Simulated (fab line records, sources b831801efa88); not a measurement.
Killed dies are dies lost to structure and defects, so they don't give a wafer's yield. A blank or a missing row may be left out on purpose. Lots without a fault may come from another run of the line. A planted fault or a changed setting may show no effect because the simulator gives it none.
A struck lot beside a sound one | flow gf180mcu | 16 steps out of a route of 602
Sound: wafers L504.2, L504.5, L504.6. Struck: wafers L505.1, L505.4, L505.6. The cause comes at the end.
At each step with rows: each side's tool, then ch and its chambers, then its first start. Under that, the readings that differ: sound wafers | struck wafers | difference of the means | sigmas: that difference in standard deviations of wafers without a fault.
alike: readings whose means differ by less than 2 such deviations, and words and numbers that are the same on both sides. not compared: withheld readings, readings that some wafer has no value for, bounds like >300 that may hide the same value, and numbers for which the record gives no deviation and whose values overlap.
The two part at a step that has a row with sigmas, a row that says differs or no value, or rows on one side only. Numbers that don't overlap but have no deviation are shown without sigmas and don't part them. A reading that every wafer of one side lacks parts them only if that side has two wafers or more.

GF_V4_CMP_04: polishes SiO2.
  sound on cmp-01 ch 0,1,2, day 23 23:43; struck on cmp-02 ch 0,2,3, day 24 08:04
  reading                 | sound             | struck            | difference | sigmas
  edge_zone_pressure_frac | 0.990 0.997 0.993 | 1.005 1.003 1.007 | +0.012     | +2
  alike: motor_current_A, time_to_endpoint_s
GF_V4_BOW_MEAS_05:
  sound on film_metro-03, day 23 23:56; struck on film_metro-01, day 24 08:19
  alike: V4_BOW
then, 8 steps without rows for these wafers: GF_V4_DEHYDRATE_06 (time 60 s); GF_V4_HMDS_07 (prime time 60 s); GF_V4_COAT_08; GF_V4_COAT_09 (resist thk 1000 nm); GF_V4_SOFTBAKE_10 (time 60 s); GF_V4_EXPOSE_11 (exposes mask Via4, target cd 260 nm); GF_V4_PEB_12 (peb time 90 s); GF_V4_DEVELOP_13 (develop time 60 s).
GF_V4_CD_MEAS_14: target cd 260 nm.
  sound on cd_sem-01, day 24 21:58; struck on cd_sem-02, day 25 06:12
  reading    | sound             | struck            | difference | sigmas
  cd_nm (nm) | 262.8 263.2 263.1 | 257.8 257.9 258.7 | -4.9       | -3
GF_V4_OVL_MEAS_15:
  sound on overlay-02, day 24 22:04; struck on overlay-01, day 25 06:19
  alike: V4_OVL
GF_V4_ETCH_16: etches BARC in N2/H2.
  sound on rie_diel-03 ch 0,2, day 24 22:06; struck on rie_diel-04 ch 0,1,2, day 25 06:21
  no value came back on the struck wafers for any of 5 readings (bias_w (W), chamber_pressure_mTorr (mTorr) and others); on the sound wafers bias_w (W) reads 100.2 100.1 99.9
GF_V4_ETCH_17: etches SiO2 in C4F8/O2/Ar, stops on TiN, target depth 630 nm.
  sound on rie_diel-03 ch 0,2; struck on rie_diel-04 ch 0,1,2
  reading               | sound             | struck            | difference | sigmas
  oes_product_au (a.u.) | 0.864 0.851 0.863 | 0.384 0.376 0.368 | -0.483     | -93
  alike: bias_w, chamber_pressure_mTorr
GF_V4_STRIP_18: strips in O2/N2.
  sound on plasma_asher-04 ch 0,1, day 24 22:14; struck on plasma_asher-01 ch 0,1, day 25 06:29
  reading               | sound             | struck            | difference | sigmas
  oes_product_au (a.u.) | 0.589 0.595 0.594 | 0.618 0.608 0.607 | +0.018     | +4
  alike: drypump_motor_current_A, heater_power_w, platen_temp_c
  not compared: rf_hours_counter_h
then, 1 step without rows for these wafers: GF_V4_STRIP_19 (strips in post etch residue remover, time 1200 s).

WHERE THEY PART
First at GF_V4_CMP_04; last, within this record, at GF_V4_STRIP_18.

WHY: what the simulator had put in
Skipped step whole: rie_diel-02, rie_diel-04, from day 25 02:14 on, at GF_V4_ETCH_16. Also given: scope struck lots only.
